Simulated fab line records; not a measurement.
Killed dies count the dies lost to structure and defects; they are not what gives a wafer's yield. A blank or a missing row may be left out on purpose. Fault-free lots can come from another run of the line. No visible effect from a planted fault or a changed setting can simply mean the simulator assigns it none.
Which tool did it?    flow gf180mcu    Sampling: 11 lots, 33 wafers, 4 of 602 route steps

== WHAT EACH GAUGE READ, for each wafer ==
GF_V1_BOW_MEAS_05.
lot   measured      on            V1_BOW (um)
L517  day 17 23:32  filmMetro-03  79 92 80
L518  day 18 02:07  filmMetro-02  79 75 82
L519  day 18 22:31  filmMetro-02  85 92 84
L523  day 20 07:04  filmMetro-03  88 86 83
L526  day 21 10:52  filmMetro-03  72 82 77
L532  day 23 08:34  filmMetro-03  79 85 85
L534  day 24 00:52  filmMetro-03  63 54 56
L535  day 24 06:54  filmMetro-03  52 56 52
L536  day 24 14:46  filmMetro-03  58 56 65
L537  day 24 21:55  filmMetro-02  80 81 83
L538  day 25 05:40  filmMetro-03  72 78 79

== WHAT TOOL EACH LOT RAN ON (gives the tool, then ch and the chambers of the sampled wafers, and finally the start) ==
lot   GF_PSD_STRIP_10                      GF_V1_CVD_00                      GF_V1_CVD_02
L517  plasmaAsher-01 ch 0,1, day 14 23:37  hdpcvd-01 ch 0,1,2, day 17 22:56  pecvd-03 ch 0,1, day 17 23:04
L518  plasmaAsher-01 ch 0,1, day 15 02:33  hdpcvd-02 ch 0,2, day 18 01:31    pecvd-03 ch 0,1, day 18 01:38
L519  plasmaAsher-04 ch 0, day 15 19:20    hdpcvd-01 ch 0,1,2, day 18 21:57  pecvd-03 ch 0,1, day 18 22:05
L523  plasmaAsher-01 ch 0,1, day 17 02:01  hdpcvd-01 ch 0,1,2, day 20 06:30  pecvd-03 ch 1,2, day 20 06:38
L526  plasmaAsher-04 ch 0,1, day 18 04:22  hdpcvd-01 ch 0,1,2, day 21 10:16  pecvd-02 ch 1,2, day 21 10:25
L532  plasmaAsher-01 ch 1, day 20 03:58    hdpcvd-01 ch 0,2, day 23 08:00    pecvd-04 ch 0,1,2, day 23 08:08
L534  plasmaAsher-01 ch 0,1, day 20 21:52  hdpcvd-01 ch 0,1, day 24 00:16    pecvd-03 ch 0,1,2, day 24 00:24
L535  plasmaAsher-01 ch 0,1, day 21 04:39  hdpcvd-01 ch 0,1,2, day 24 06:19  pecvd-04 ch 0,1,2, day 24 06:27
L536  plasmaAsher-03 ch 0,1, day 21 13:50  hdpcvd-01 ch 1,2, day 24 14:11    pecvd-04 ch 0,1,2, day 24 14:19
L537  plasmaAsher-01 ch 0,1, day 21 21:04  hdpcvd-01 ch 1,2, day 24 21:19    pecvd-04 ch 0,1,2, day 24 21:26
L538  plasmaAsher-04 ch 0,1, day 22 05:29  hdpcvd-01 ch 1,2, day 25 05:03    pecvd-02 ch 1,2, day 25 05:11
- GF_PSD_STRIP_10: strips in O2/N2.
- GF_V1_CVD_00: deposits SiO2, target thk 600 nm, time 100 s.
- GF_V1_CVD_02: deposits SiO2 from TEOS, target thk 850 nm, time 94.851 s.

== AS READ BY THE TOOLS THEMSELVES (means over the sampled wafers that have a number; for cases with no such wafer, the mark the record gives instead) ==
GF_PSD_STRIP_10.
lot   tool            drypumpMotorCurrentA (A)  heaterPowerW (W)  n2FlowSccm (sccm)  oesProductAu (a.u.)  stripTimeToEndpointS (s)
L517  plasmaAsher-01  5.1                       311               300.4              0.592                16.54
L518  plasmaAsher-01  5.1                       309               300.1              0.592                16.49
L519  plasmaAsher-04  6.0                       323               300.8              0.591                16.54
L523  plasmaAsher-01  5.1                       297               301.0              0.592                16.50
L526  plasmaAsher-04  5.9                       326               300.0              0.590                16.54
L532  plasmaAsher-01  5.2                       283               300.1              0.591                16.46
L534  plasmaAsher-01  5.1                       310               298.9              0.591                16.53
L535  plasmaAsher-01  5.1                       311               301.3              0.591                16.49
L536  plasmaAsher-03  5.9                       355               301.4              0.593                16.46
L537  plasmaAsher-01  5.1                       315               300.3              0.592                16.58
L538  plasmaAsher-04  5.9                       327               300.5              0.594                16.54

GF_V1_CVD_00.
lot   tool       pressureMtorr (mTorr)  runLengthS (s)
L517  hdpcvd-01  6.012                  128.0
L518  hdpcvd-02  5.990                  128.2
L519  hdpcvd-01  6.009                  128.2
L523  hdpcvd-01  6.004                  128.1
L526  hdpcvd-01  5.995                  128.2
L532  hdpcvd-01  6.004                  127.9
L534  hdpcvd-01  -                      -
L535  hdpcvd-01  -                      -
L536  hdpcvd-01  -                      -
L537  hdpcvd-01  6.008                  128.3
L538  hdpcvd-01  5.989                  128.0

GF_V1_CVD_02.
lot   tool      heaterPowerOuterW (W)  heaterPowerW (W)
L517  pecvd-03  371                    641
L518  pecvd-03  331                    592
L519  pecvd-03  353                    626
L523  pecvd-03  324                    643
L526  pecvd-02  401                    670
L532  pecvd-04  408                    697
L534  pecvd-03  345                    642
L535  pecvd-04  369                    639
L536  pecvd-04  436                    739
L537  pecvd-04  413                    692
L538  pecvd-02  425                    697

== THE ANSWER, worked out from the rows above alone ==
Rule: usual is defined by the lots themselves. Put in order of their means at a reading, lots are off if they are a third of the lots or fewer, leave a main group of 4 or more, and stand apart from it by a gap of 3 or more times the standard deviation of the main group's means; of several such gaps the widest counts. A main group whose means are all the same, to the digits that the tables above print for the reading, isn't used. Also off: a lot with no number at a reading for which 4 or more lots have one. Where the step has rows for the other lots, those lots are counted as sound. The gauges are gone through in route order, then the tools' own readings, and for those a lot's mean is taken as printed above. At the first step where some lot is off, the reading lying furthest off is the one used; lots without a number count as furthest.
Off: L534, L535, L536, at GF_V1_BOW_MEAS_05 (V1_BOW). Mean 82 um and standard deviation 3.7 in the main group.
If a tool, at a process step before that reading, ran all the lots that are off and no sound lot after the first of them, it fits. Not tried: the gauges at GF_V1_BOW_MEAS_05; whatever is off there is also off at GF_V1_CVD_00, on other tools, and gauge error can't account for it. Of those tried, none fits.

== WHAT HAD BEEN PUT IN BY THE SIMULATOR ==
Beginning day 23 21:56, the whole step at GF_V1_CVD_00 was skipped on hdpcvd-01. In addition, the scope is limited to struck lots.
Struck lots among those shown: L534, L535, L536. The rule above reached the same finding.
